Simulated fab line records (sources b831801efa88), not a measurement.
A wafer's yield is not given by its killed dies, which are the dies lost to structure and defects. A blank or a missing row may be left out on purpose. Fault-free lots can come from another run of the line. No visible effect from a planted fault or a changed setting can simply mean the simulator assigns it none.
fab line records	flow gf180mcu
record lots=15	wafers=45	lastDay=34
route steps=602 shown LVPWELL@64 MVSD@73 VT_IMPLANT@97
lots that met no fault: from a run of the same line without faults
startH: start of the lot's first displayed wafer, in hours after the record's first day	waitH: hours since the lot's step before	" same as the row above	L1.1+2: one row covering several wafers at once	- no value present, or no start provided	* or withheld: withheld	< > ~ a bound
route shown NAME@n: NAME is a module with steps in the file, n the number in the route of the first one	usual: mean and standard deviation over wafers with no fault	same: alike in all rows	chamber/n: place in a boat	sites: the reading at each site	_std_site: standard deviation across them	_edge_site: mean of outer sites minus mean of inner sites	radiusMm: for every site, how far away it sits from the centre of the wafer	mask NAME#n: copy n	behind: tool/chamber where the wafer was last shaped	hold: why the lot went on hold/how many hours it stayed there/how the hold came to an end	device: which transistor (n, p or np) failed to switch	end of line: at the end of the route, the tests of the same wafers	where a step has no rows: the recipe by itself	killed: dies lost to structure and defects at the first sort, not the wafer's yield	map: a wafer's dies, marking killed ones x, the rest . and places with no die _
set.NAME: setting as actually run; set.NAME@STEP: the setting as run at that earlier step	model.NAME: the simulator's own value behind a step, which no gauge read
the route's steps for a sample of lots (tables are steps, rows are wafers)
services: a tool's chamber out of use, with start hour (startH, from the record's first day; less than 0 if before it), hours out, and reason
## steps
# step GF_LVPWELL_STRIP_10
# recipe chemistry=O2/N2	powerW=1400	pressureMtorr=1500	platenTempC=250	o2FlowSccm=3000	n2FlowSccm=300	overashFraction=0.5
# usual chamberPressureMTorr=1500.1/1.4	drypumpMotorCurrentA=5.8/0.36	heaterPowerW=336/38	oesProductAu=0.723/0.0041	platenTempC=249.99/0.19	stripTimeToEndpointS=36.91/0.11
lot.wafer	tool	chamber	startH	waitH	chamberPressureMTorr	drypumpMotorCurrentA	heaterPowerW	oesProductAu	platenTempC	rfHoursCounterH	stripTimeToEndpointS
L281.1	plasmaAsher-02	1	72.09	0.1	1500.3	5.4	393	0.723	249.75	27	36.83
L281.4	"	1	"	"	1500.3	5.4	386	0.726	249.80	-	36.79
L281.5	"	1	"	"	1500.9	5.4	382	0.721	249.94	-	36.80
L282.1	plasmaAsher-02	0	75.24	0.1	1502.9	5.9	307	0.728	250.05	27	36.78
L282.3	"	0	"	"	1499.8	5.9	308	0.727	249.81	-	36.71
L282.6	"	0	"	"	1501.4	5.9	312	0.725	249.89	-	36.81
L283.2	plasmaAsher-01	1	80.21	0.1	1499.8	5.9	344	0.725	249.76	36	36.87
L283.3	"	1	"	"	1503.3	6.0	332	0.728	249.70	-	36.88
L283.6	"	0	"	"	1501.6	5.2	334	0.721	249.99	-	36.83
L284.1	plasmaAsher-02	0	87.71	0.1	1501.3	5.9	303	0.729	249.91	28	36.97
L284.2	"	1	"	"	1498.9	5.4	389	0.725	249.99	28	37.04
L284.3	"	1	"	"	1502.7	5.4	392	0.717	250.02	-	36.89
L291.1	plasmaAsher-02	1	129.69	0.1	-	-	-	-	-	-	-
L291.3	"	0	"	"	-	-	-	-	-	-	-
L291.4	"	1	"	"	-	-	-	-	-	-	-
L292.1	plasmaAsher-02	0	133.46	0.1	-	-	-	-	-	-	-
L292.2	"	1	"	"	-	-	-	-	-	-	-
L292.5	"	0	"	"	-	-	-	-	-	-	-
L293.1	plasmaAsher-04	0	138.16	0.1	-	-	-	-	-	-	-
L293.3	"	1	"	"	-	-	-	-	-	-	-
L293.4	"	0	"	"	-	-	-	-	-	-	-
L297.2	plasmaAsher-04	1	159.59	0.1	1500.9	5.8	342	0.721	249.95	4	37.00
L297.4	"	1	"	"	1499.2	5.7	340	0.726	249.91	-	37.12
L297.5	"	0	"	"	1500.8	6.5	277	0.722	249.94	-	37.10
L298.2	plasmaAsher-04	0	166.31	0.1	1500.0	6.5	283	0.717	249.73	5	36.89
L298.5	"	0	"	"	1499.3	6.5	290	0.718	250.10	-	36.93
L298.6	"	1	"	"	1500.8	5.8	339	0.716	250.14	-	36.91
L299.1	plasmaAsher-02	1	170.51	0.1	1497.1	5.4	391	0.723	249.99	37	37.00
L299.2	"	0	"	"	1500.7	5.9	299	0.724	249.64	37	36.99
L299.6	"	0	"	"	1499.9	5.9	307	0.726	249.63	-	37.00
L300.1	plasmaAsher-02	0	175.59	0.1	1498.9	5.9	311	0.716	249.95	38	36.73
L300.3	"	0	"	"	1500.2	5.9	309	0.723	250.36	-	36.85
L300.4	"	1	"	"	1498.9	5.4	381	0.727	250.25	-	36.82
L301.1	plasmaAsher-02	0	184.89	0.1	1499.6	5.9	317	0.726	250.31	39	36.86
L301.4	"	1	"	"	1503.0	5.4	394	0.723	250.36	-	36.62
L301.5	"	1	"	"	1497.9	5.4	402	0.726	250.01	-	36.81
L302.2	plasmaAsher-02	1	188.16	0.1	1499.1	5.4	391	0.726	250.10	40	36.90
L302.5	"	1	"	"	1502.1	5.4	393	0.723	249.77	-	36.87
L302.6	"	0	"	"	1499.9	5.9	309	0.720	249.91	-	37.01
L303.1	plasmaAsher-02	1	191.76	0.1	1500.5	5.4	384	0.726	249.75	40	37.11
L303.2	"	0	"	"	1501.1	5.9	306	0.722	249.95	40	36.99
L303.6	"	1	"	"	1500.4	5.4	391	0.719	249.85	-	36.96
L304.2	plasmaAsher-04	0	199.11	0.1	1498.1	6.4	292	0.723	250.14	8	36.95
L304.3	"	1	"	"	1499.4	5.8	338	0.723	250.03	-	37.01
L304.4	"	0	"	"	1501.5	6.4	275	0.719	250.08	-	36.99
# step GF_MVSD_OVL_MEAS_07
# usual MVSD_OVL=0.1/1.4
lot.wafer	tool	chamber	startH	waitH	MVSD_OVL[nm]
L281.1	overlay-01	-	85.46	-	0.7
L281.4	"	-	"	"	1.7
L281.5	"	-	"	"	0.5
L282.1	overlay-02	-	88.45	-	-1.5
L282.3	"	-	"	"	-3.0
L282.6	"	-	"	"	-1.3
L283.2	overlay-01	-	94.01	-	1.2
L283.3	"	-	"	"	-0.5
L283.6	"	-	"	"	0.0
L284.1	overlay-02	-	102.37	-	0.8
L284.2	"	-	"	"	0.8
L284.3	"	-	"	"	2.4
L291.1	overlay-02	-	144.65	-	1.5
L291.3	"	-	"	"	-0.3
L291.4	"	-	"	"	-1.3
L292.1	overlay-02	-	148.87	-	-0.3
L292.2	"	-	"	"	-0.7
L292.5	"	-	"	"	-0.8
L293.1	overlay-02	-	153.26	-	-0.1
L293.3	"	-	"	"	-2.6
L293.4	"	-	"	"	-4.2
L297.2	overlay-01	-	175.96	-	-0.7
L297.4	"	-	"	"	1.1
L297.5	"	-	"	"	0.9
L298.2	overlay-01	-	182.41	-	1.8
L298.5	"	-	"	"	-2.0
L298.6	"	-	"	"	-0.3
L299.1	overlay-02	-	186.95	-	0.1
L299.2	"	-	"	"	0.0
L299.6	"	-	"	"	-1.6
L300.1	overlay-01	-	192.11	-	-0.9
L300.3	"	-	"	"	0.0
L300.4	"	-	"	"	-0.1
L301.1	overlay-02	-	201.85	-	0.7
L301.4	"	-	"	"	-0.8
L301.5	"	-	"	"	-0.2
L302.2	overlay-02	-	205.01	-	-0.1
L302.5	"	-	"	"	-0.4
L302.6	"	-	"	"	1.2
L303.1	overlay-01	-	208.30	-	1.2
L303.2	"	-	"	"	-0.8
L303.6	"	-	"	"	0.9
L304.2	overlay-02	-	216.71	-	-1.2
L304.3	"	-	"	"	1.0
L304.4	"	-	"	"	-3.0
# step GF_MVSD_STRIP_10
# recipe chemistry=O2/N2	powerW=1400	pressureMtorr=1500	platenTempC=250	o2FlowSccm=3000	n2FlowSccm=300	overashFraction=0.5
# usual chamberPressureMTorr=1500.2/1.3	drypumpMotorCurrentA=5.9/0.41	heaterPowerW=318/23	oesProductAu=0.722/0.0046	platenTempC=249.97/0.19	stripTimeToEndpointS=36.99/0.12
lot.wafer	tool	chamber	startH	waitH	chamberPressureMTorr	drypumpMotorCurrentA	heaterPowerW	oesProductAu	platenTempC	rfHoursCounterH	stripTimeToEndpointS
L281.1	plasmaAsher-03	0	85.79	0.1	1499.5	6.3	312	0.727	249.79	47	36.96
L281.4	"	1	"	"	1501.5	5.7	297	0.733	249.98	-	36.98
L281.5	"	0	"	"	1497.7	6.3	310	0.729	249.91	-	36.95
L282.1	plasmaAsher-03	1	88.79	0.1	1498.1	5.7	302	0.720	249.90	47	37.10
L282.3	"	0	"	"	1500.7	6.3	315	0.718	250.28	-	37.07
L282.6	"	1	"	"	1502.1	5.7	298	0.722	249.69	-	37.05
L283.2	plasmaAsher-01	0	94.34	0.1	1498.8	5.2	331	0.727	250.09	38	36.96
L283.3	"	1	"	"	1500.1	5.9	351	0.719	249.69	-	36.89
L283.6	"	0	"	"	1499.5	5.2	327	0.725	249.92	-	37.04
L284.1	plasmaAsher-01	0	102.71	0.1	1498.2	5.2	324	0.718	249.83	39	36.96
L284.2	"	1	"	"	1498.9	6.0	342	0.718	250.11	39	37.03
L284.3	"	1	"	"	1501.2	6.0	338	0.725	249.79	-	37.06
L291.1	plasmaAsher-03	1	144.99	0.1	1500.4	5.7	289	0.730	250.05	53	81.28
L291.3	"	1	"	"	1498.7	5.7	310	0.744	249.73	-	81.20
L291.4	"	0	"	"	1499.3	6.3	315	0.743	249.99	-	81.10
L292.1	plasmaAsher-04	1	149.21	0.1	1500.8	5.8	344	0.746	249.84	3	81.26
L292.2	"	0	"	"	1500.7	6.4	285	0.749	250.14	3	81.18
L292.5	"	0	"	"	1498.2	6.4	279	0.738	249.75	-	81.09
L293.1	plasmaAsher-01	0	153.59	0.1	1499.3	5.2	333	0.744	249.72	43	81.32
L293.3	"	1	"	"	1499.7	6.0	350	0.741	249.60	-	81.28
L293.4	"	0	"	"	1498.9	5.2	329	0.744	249.83	-	81.18
L297.2	plasmaAsher-04	0	176.29	0.1	1499.7	6.3	288	0.727	249.75	6	36.88
L297.4	"	1	"	"	1500.0	5.8	329	0.722	249.98	-	37.03
L297.5	"	1	"	"	1499.8	5.7	347	0.728	249.71	-	37.01
L298.2	plasmaAsher-04	0	182.74	0.1	1500.4	6.4	282	0.714	250.12	7	36.99
L298.5	"	0	"	"	1500.6	6.4	286	0.719	250.06	-	36.86
L298.6	"	1	"	"	1499.7	5.8	341	0.724	250.21	-	36.97
L299.1	plasmaAsher-04	0	187.29	0.1	1498.9	6.4	279	0.729	249.99	7	36.97
L299.2	"	1	"	"	1498.8	5.8	333	0.725	249.79	7	37.07
L299.6	"	0	"	"	1500.3	6.4	282	0.718	250.01	-	36.90
L300.1	plasmaAsher-04	1	192.44	0.1	1501.6	5.8	334	0.718	249.70	8	36.78
L300.3	"	1	"	"	1502.1	5.8	335	0.719	249.89	-	36.89
L300.4	"	0	"	"	1497.8	6.4	289	0.722	249.89	-	36.84
L301.1	plasmaAsher-01	1	202.19	0.1	1500.9	6.0	341	0.713	250.06	49	37.08
L301.4	"	1	"	"	1497.1	5.9	352	0.721	249.92	-	37.15
L301.5	"	1	"	"	1501.1	6.0	348	0.727	249.90	-	37.14
L302.2	plasmaAsher-04	1	205.34	0.1	1501.4	5.7	335	0.720	250.13	9	37.00
L302.5	"	0	"	"	1498.7	6.4	283	0.729	250.60	-	36.86
L302.6	"	1	"	"	1499.5	5.7	343	0.727	249.86	-	36.93
L303.1	plasmaAsher-01	1	208.64	0.1	1499.1	5.9	345	0.722	250.01	49	37.07
L303.2	"	0	"	"	1501.3	5.2	327	0.717	250.26	49	36.91
L303.6	"	1	"	"	1498.2	5.9	340	0.730	249.79	-	36.94
L304.2	plasmaAsher-01	1	217.04	0.1	1501.1	6.0	346	0.729	250.41	50	36.83
L304.3	"	0	"	"	1497.3	5.2	329	0.725	249.72	-	36.87
L304.4	"	1	"	"	1502.2	6.0	349	0.715	250.20	-	36.80
# step GF_MVSD_TW_MEAS_11
# usual MVSD_TW=1582/13
lot.wafer	tool	chamber	startH	waitH	MVSD_TW
L281.1	filmMetro-04	-	85.89	0.1	1566
L281.4	"	-	"	"	1569
L281.5	"	-	"	"	1567
L282.1	filmMetro-04	-	88.89	0.1	1563
L282.3	"	-	"	"	1566
L282.6	"	-	"	"	1556
L283.2	filmMetro-01	-	94.45	0.1	1589
L283.3	"	-	"	"	1593
L283.6	"	-	"	"	1598
L284.1	filmMetro-01	-	102.81	0.1	1594
L284.2	"	-	"	"	1590
L284.3	"	-	"	"	1585
L291.1	filmMetro-03	-	145.12	0.1	30
L291.3	"	-	"	"	30
L291.4	"	-	"	"	30
L292.1	filmMetro-03	-	149.31	0.1	30
L292.2	"	-	"	"	30
L292.5	"	-	"	"	30
L293.1	filmMetro-03	-	153.69	0.1	30
L293.3	"	-	"	"	30
L293.4	"	-	"	"	30
L297.2	filmMetro-01	-	176.40	0.1	1591
L297.4	"	-	"	"	1592
L297.5	"	-	"	"	1591
L298.2	filmMetro-01	-	182.85	0.1	1589
L298.5	"	-	"	"	1588
L298.6	"	-	"	"	1591
L299.1	filmMetro-01	-	187.39	0.1	1596
L299.2	"	-	"	"	1588
L299.6	"	-	"	"	1594
L300.1	filmMetro-03	-	192.54	0.1	1583
L300.3	"	-	"	"	1582
L300.4	"	-	"	"	1596
L301.1	filmMetro-01	-	202.29	0.1	1592
L301.4	"	-	"	"	1587
L301.5	"	-	"	"	1592
L302.2	filmMetro-01	-	205.45	0.1	1583
L302.5	"	-	"	"	1586
L302.6	"	-	"	"	1585
L303.1	filmMetro-03	-	208.74	0.1	1590
L303.2	"	-	"	"	1590
L303.6	"	-	"	"	1591
L304.2	filmMetro-01	-	217.15	0.1	1597
L304.3	"	-	"	"	1588
L304.4	"	-	"	"	1592
# step GF_VT_IMPLANT_OVL_MEAS_07
# usual VT_IMPLANT_OVL=0.4/1.3
lot.wafer	tool	chamber	startH	waitH	VT_IMPLANT_OVL[nm]
L281.1	overlay-01	-	114.62	0.1	1.1
L281.4	"	-	"	"	-0.9
L281.5	"	-	"	"	0.7
L282.1	overlay-01	-	117.62	0.1	1.8
L282.3	"	-	"	"	-0.4
L282.6	"	-	"	"	0.0
L283.2	overlay-01	-	124.03	0.1	-0.3
L283.3	"	-	"	"	-0.3
L283.6	"	-	"	"	-1.0
L284.1	overlay-02	-	132.82	0.1	-0.4
L284.2	"	-	"	"	-0.6
L284.3	"	-	"	"	-2.8
L291.1	overlay-02	-	177.25	0.1	2.1
L291.3	"	-	"	"	2.3
L291.4	"	-	"	"	1.9
L292.1	overlay-02	-	181.82	0.1	1.0
L292.2	"	-	"	"	-0.3
L292.5	"	-	"	"	-0.4
L293.1	overlay-02	-	186.47	0.1	0.7
L293.3	"	-	"	"	1.8
L293.4	"	-	"	"	1.3
L297.2	overlay-01	-	209.38	0.1	0.4
L297.4	"	-	"	"	0.8
L297.5	"	-	"	"	0.8
L298.2	overlay-02	-	217.11	0.1	0.1
L298.5	"	-	"	"	-0.3
L298.6	"	-	"	"	-0.4
L299.1	overlay-02	-	221.10	0.1	1.0
L299.2	"	-	"	"	2.4
L299.6	"	-	"	"	2.1
L300.1	overlay-02	-	227.07	0.1	2.0
L300.3	"	-	"	"	-0.7
L300.4	"	-	"	"	1.8
L301.1	overlay-01	-	237.37	0.1	1.4
L301.4	"	-	"	"	1.7
L301.5	"	-	"	"	1.0
L302.2	overlay-01	-	241.18	0.1	1.5
L302.5	"	-	"	"	1.5
L302.6	"	-	"	"	2.2
L303.1	overlay-02	-	245.32	0.1	-0.5
L303.2	"	-	"	"	-0.2
L303.6	"	-	"	"	-0.6
L304.2	overlay-01	-	253.93	0.1	0.4
L304.3	"	-	"	"	0.3
L304.4	"	-	"	"	0.9
# step GF_VT_IMPLANT_STRIP_09
# recipe chemistry=O2/N2	powerW=1400	pressureMtorr=1500	platenTempC=250	o2FlowSccm=3000	n2FlowSccm=300	overashFraction=0.5
# usual chamberPressureMTorr=1500.1/1.3	drypumpMotorCurrentA=5.9/0.36	heaterPowerW=326/38	oesProductAu=0.716/0.0044	platenTempC=250.00/0.16	stripTimeToEndpointS=12.64/0.032
lot.wafer	tool	chamber	startH	waitH	chamberPressureMTorr	drypumpMotorCurrentA	heaterPowerW	oesProductAu	platenTempC	rfHoursCounterH	stripTimeToEndpointS
L281.1	plasmaAsher-02	0	114.81	0.1	1499.9	5.9	310	0.719	250.08	31	12.64
L281.4	"	1	"	"	1498.7	5.4	394	0.714	250.18	-	12.64
L281.5	"	0	"	"	1497.9	5.9	315	0.714	250.06	-	12.64
L282.1	plasmaAsher-04	0	117.81	0.1	1498.9	6.4	277	0.714	250.05	0	12.67
L282.3	"	0	"	"	1500.9	6.4	281	0.719	249.97	-	12.65
L282.6	"	1	"	"	1498.5	5.7	344	0.723	250.01	-	12.63
L283.2	plasmaAsher-02	0	124.21	0.1	1499.7	5.9	311	0.717	250.12	33	12.64
L283.3	"	1	"	"	1499.2	5.4	375	0.717	249.89	-	12.67
L283.6	"	0	"	"	1500.2	5.9	297	0.720	250.05	-	12.62
L284.1	plasmaAsher-02	0	133.01	0.1	1502.0	5.9	314	0.713	250.01	33	12.67
L284.2	"	1	"	"	1501.3	5.4	391	0.724	250.21	33	12.71
L284.3	"	1	"	"	1500.7	5.4	387	0.714	249.92	-	12.65
L291.1	plasmaAsher-04	1	177.44	0.1	1500.3	5.7	344	0.711	249.70	6	12.61
L291.3	"	0	"	"	1499.1	6.5	283	0.727	249.94	-	12.63
L291.4	"	1	"	"	1499.8	5.8	334	0.707	249.79	-	12.65
L292.1	plasmaAsher-04	1	182.01	0.1	1498.5	5.8	336	0.721	250.17	7	12.64
L292.2	"	0	"	"	1500.9	6.4	283	0.722	250.08	7	12.65
L292.5	"	1	"	"	1500.7	5.7	326	0.714	249.82	-	12.60
L293.1	plasmaAsher-02	1	186.66	0.1	1499.8	5.4	389	0.713	250.06	39	12.68
L293.3	"	0	"	"	1498.5	5.9	304	0.712	249.99	-	12.67
L293.4	"	1	"	"	1498.3	5.4	387	0.716	250.11	-	12.66
L297.2	plasmaAsher-03	0	209.56	0.1	1500.6	6.3	312	0.710	250.01	60	12.66
L297.4	"	0	"	"	1499.6	6.3	309	0.718	250.15	-	12.67
L297.5	"	1	"	"	1501.6	5.7	302	0.716	249.87	-	12.66
L298.2	plasmaAsher-02	0	217.29	0.1	1499.1	5.9	302	0.714	249.87	43	12.59
L298.5	"	1	"	"	1497.8	5.4	381	0.719	250.01	-	12.62
L298.6	"	0	"	"	1500.5	5.9	310	0.713	249.78	-	12.62
L299.1	plasmaAsher-02	0	221.29	0.1	1499.1	5.9	307	0.716	249.99	43	12.61
L299.2	"	1	"	"	1499.3	5.4	397	0.711	250.10	43	12.62
L299.6	"	1	"	"	1501.0	5.4	405	0.716	249.91	-	12.55
L300.1	plasmaAsher-02	0	227.26	0.1	1500.4	5.9	306	0.717	249.73	44	12.64
L300.3	"	1	"	"	1500.4	5.4	382	0.717	250.03	-	12.65
L300.4	"	0	"	"	1500.9	5.9	305	0.709	249.95	-	12.66
L301.1	plasmaAsher-03	0	237.56	0.1	1501.4	6.3	309	0.716	249.73	63	12.63
L301.4	"	0	"	"	1498.5	6.3	311	0.723	249.59	-	12.62
L301.5	"	0	"	"	1499.4	6.3	311	0.714	249.94	-	12.67
L302.2	plasmaAsher-02	0	241.36	0.1	1501.3	5.9	312	0.723	249.75	46	12.63
L302.5	"	1	"	"	1501.8	5.4	386	0.725	250.31	-	12.65
L302.6	"	0	"	"	1500.6	5.9	305	0.718	249.71	-	12.60
L303.1	plasmaAsher-04	0	245.51	0.1	1500.2	6.5	279	0.721	250.02	12	12.66
L303.2	"	1	"	"	1500.3	5.7	334	0.719	250.15	12	12.59
L303.6	"	1	"	"	1500.6	5.7	334	0.713	250.17	-	12.68
L304.2	plasmaAsher-02	0	254.11	0.1	1501.2	5.9	310	0.717	249.96	47	12.58
L304.3	"	1	"	"	1499.3	5.4	407	0.719	250.07	-	12.53
L304.4	"	0	"	"	1498.9	5.9	302	0.718	250.14	-	12.61
## services
tool	chamber	startH	hours	kind
plasmaAsher-04	-	108.75	9.0	pm
plasmaAsher-04	0	108.75	9.0	ventCycle
plasmaAsher-04	1	108.75	9.0	ventCycle
plasmaAsher-04	0	117.75	-	clean
plasmaAsher-04	1	117.75	-	clean
plasmaAsher-01	-	119.16	3.3	repair
plasmaAsher-03	-	184.86	2.8	pm
plasmaAsher-03	-	199.22	0.7	repair
plasmaAsher-04	-	213.16	14.6	pm
plasmaAsher-02	-	248.67	1.1	repair
## key
firstSign step=GF_LVPWELL_STRIP_10	reading=toolRecord	direction=missing
effect step=GF_MVSD_STRIP_10	reading=stripTimeToEndpointS	direction=up	sigmas=99+	usual=*	struck=*
effect step=GF_MVSD_TW_MEAS_11	reading=MVSD_TW	direction=down	sigmas=99+	usual=1582	struck=30
metAt GF_LVPWELL_STRIP_10
struckLots L291,L292,L293
sortLeftOut L291.1,L291.3,L291.4,L292.1,L292.2,L292.5,L293.1,L293.3,L293.4
testerLeftOut L291,L292,L293
notActingAt GF_MVSD_OVL_MEAS_07,GF_VT_IMPLANT_OVL_MEAS_07,GF_VT_IMPLANT_STRIP_09
onsetBetween 87.71 129.69
fault kind=skippedStepWhole	tool=plasmaAsher-02,plasmaAsher-04	chamber=-	onsetH=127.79	steps=GF_LVPWELL_STRIP_10	scope=struckLotsOnly
# testerLeftOut: of these lots the tester's yield and bins aren't shown, on N5 and GAA mostly nor the transistor test; their killed dies are dies lost to structure and defects alone, not to doping, threshold or leakage, so they don't give the yield
# sortLeftOut: the simulated sort isn't trusted on such a fault, so these wafers' sort isn't shown, and their yield isn't known
